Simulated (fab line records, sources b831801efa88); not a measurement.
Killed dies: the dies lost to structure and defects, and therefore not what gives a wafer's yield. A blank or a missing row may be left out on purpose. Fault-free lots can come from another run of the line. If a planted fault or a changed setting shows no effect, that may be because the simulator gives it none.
Chamber matching / flow gf180mcu / GF_V1_CMP_04 on cmp-02 has 4 sister chambers
The step polishes SiO2. 20 wafers are shown with their chamber, then 10 later ones without.

## WAFERS WITH THEIR CHAMBER
wafer=L427.2; chamber=2; motor-current-A (A)=11.8; time-to-endpoint-s (s)=82; slurry-filter-dp-kPa (kPa)=13.14
wafer=L427.4; chamber=1; motor-current-A (A)=11.6; time-to-endpoint-s (s)=80; slurry-filter-dp-kPa (kPa)=13.64
wafer=L427.5; chamber=2; motor-current-A (A)=11.4; time-to-endpoint-s (s)=84; slurry-filter-dp-kPa (kPa)=13.67
wafer=L428.1; chamber=1; motor-current-A (A)=11.5; time-to-endpoint-s (s)=80; slurry-filter-dp-kPa (kPa)=13.52
wafer=L428.2; chamber=3; motor-current-A (A)=11.4; time-to-endpoint-s (s)=80; slurry-filter-dp-kPa (kPa)=13.28
wafer=L428.3; chamber=2; motor-current-A (A)=11.3; time-to-endpoint-s (s)=83; slurry-filter-dp-kPa (kPa)=13.61
wafer=L430.2; chamber=3; motor-current-A (A)=11.7; time-to-endpoint-s (s)=81; slurry-filter-dp-kPa (kPa)=13.45
wafer=L430.5; chamber=1; motor-current-A (A)=11.9; time-to-endpoint-s (s)=81; slurry-filter-dp-kPa (kPa)=13.62
wafer=L430.6; chamber=2; motor-current-A (A)=11.2; time-to-endpoint-s (s)=86; slurry-filter-dp-kPa (kPa)=13.54
wafer=L431.2; chamber=1; motor-current-A (A)=11.7; time-to-endpoint-s (s)=68; slurry-filter-dp-kPa (kPa)=13.57
wafer=L431.3; chamber=2; motor-current-A (A)=11.8; time-to-endpoint-s (s)=75; slurry-filter-dp-kPa (kPa)=13.51
wafer=L431.5; chamber=3; motor-current-A (A)=11.8; time-to-endpoint-s (s)=86; slurry-filter-dp-kPa (kPa)=13.44
wafer=L442.1; chamber=0; motor-current-A (A)=12.3; time-to-endpoint-s (s)=77; slurry-filter-dp-kPa (kPa)=13.53
wafer=L442.3; chamber=3; motor-current-A (A)=11.1; time-to-endpoint-s (s)=79; slurry-filter-dp-kPa (kPa)=13.47
wafer=L442.6; chamber=3; motor-current-A (A)=12.2; time-to-endpoint-s (s)=86; slurry-filter-dp-kPa (kPa)=13.78
wafer=L443.1; chamber=0; motor-current-A (A)=12.8; time-to-endpoint-s (s)=83; slurry-filter-dp-kPa (kPa)=13.44
wafer=L443.2; chamber=2; motor-current-A (A)=12.4; time-to-endpoint-s (s)=84; slurry-filter-dp-kPa (kPa)=13.61
wafer=L443.5; chamber=3; motor-current-A (A)=12.2; time-to-endpoint-s (s)=88; slurry-filter-dp-kPa (kPa)=13.57
wafer=L444.1; chamber=1; motor-current-A (A)=11.6; time-to-endpoint-s (s)=81; slurry-filter-dp-kPa (kPa)=13.62
wafer=L444.5; chamber=1; motor-current-A (A)=11.4; time-to-endpoint-s (s)=81; slurry-filter-dp-kPa (kPa)=13.50

SIGNATURES (means of the wafers above)
reading=motor-current-A; chamber 0=12.550; chamber 1=11.617; chamber 2=11.650; chamber 3=11.733; scatter within a chamber=0.373
reading=time-to-endpoint-s; chamber 0=80.00; chamber 1=78.50; chamber 2=82.33; chamber 3=83.33; scatter within a chamber=4.3
reading=slurry-filter-dp-kPa; chamber 0=13.4850; chamber 1=13.5783; chamber 2=13.5133; chamber 3=13.4983; scatter within a chamber=0.146
Rule: a wafer's distance from a chamber is the root of the sum, over the readings, of the square of ((its reading less the chamber's mean) divided by the reading's scatter). The wafer belongs to the nearest chamber; if the next one is less than 2 further off, it can't be placed. The scatter: the root of (the sum of the squares of (reading less its chamber's mean) over the shown wafers, divided by (wafers less chambers)).

## WAFERS MISSING THEIR CHAMBER
wafer=L444.6; motor-current-A (A)=12.3; time-to-endpoint-s (s)=88; slurry-filter-dp-kPa (kPa)=13.67
wafer=L445.1; motor-current-A (A)=13.2; time-to-endpoint-s (s)=72; slurry-filter-dp-kPa (kPa)=13.77
wafer=L445.2; motor-current-A (A)=11.7; time-to-endpoint-s (s)=79; slurry-filter-dp-kPa (kPa)=13.57
wafer=L445.4; motor-current-A (A)=11.8; time-to-endpoint-s (s)=78; slurry-filter-dp-kPa (kPa)=13.43
wafer=L446.1; motor-current-A (A)=11.4; time-to-endpoint-s (s)=79; slurry-filter-dp-kPa (kPa)=13.51
wafer=L446.2; motor-current-A (A)=11.8; time-to-endpoint-s (s)=80; slurry-filter-dp-kPa (kPa)=13.50
wafer=L446.3; motor-current-A (A)=12.8; time-to-endpoint-s (s)=81; slurry-filter-dp-kPa (kPa)=13.38
wafer=L447.1; motor-current-A (A)=12.2; time-to-endpoint-s (s)=82; slurry-filter-dp-kPa (kPa)=13.46
wafer=L447.5; motor-current-A (A)=11.6; time-to-endpoint-s (s)=78; slurry-filter-dp-kPa (kPa)=13.57
wafer=L447.6; motor-current-A (A)=11.9; time-to-endpoint-s (s)=85; slurry-filter-dp-kPa (kPa)=13.59

## CHAMBER TAKEN BY EACH
wafer=L444.6; from the rows above=can't be placed: 3 or 0 or 2 or 1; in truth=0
wafer=L445.1; from the rows above=can't be placed: 0 or 1 or 3 or 2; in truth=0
wafer=L445.2; from the rows above=can't be placed: 1 or 2 or 3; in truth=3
wafer=L445.4; from the rows above=can't be placed: 1 or 2 or 3 or 0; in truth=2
wafer=L446.1; from the rows above=can't be placed: 1 or 2 or 3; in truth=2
wafer=L446.2; from the rows above=can't be placed: 2 or 3 or 1 or 0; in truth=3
wafer=L446.3; from the rows above=0; in truth=0
wafer=L447.1; from the rows above=can't be placed: 0 or 3 or 2 or 1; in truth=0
wafer=L447.5; from the rows above=can't be placed: 1 or 2 or 3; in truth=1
wafer=L447.6; from the rows above=can't be placed: 3 or 2 or 1 or 0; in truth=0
Correct placement for 1 of the 10. These rows do not allow placing 9 (true chamber among the candidates in 9). Number placed wrongly: 0.
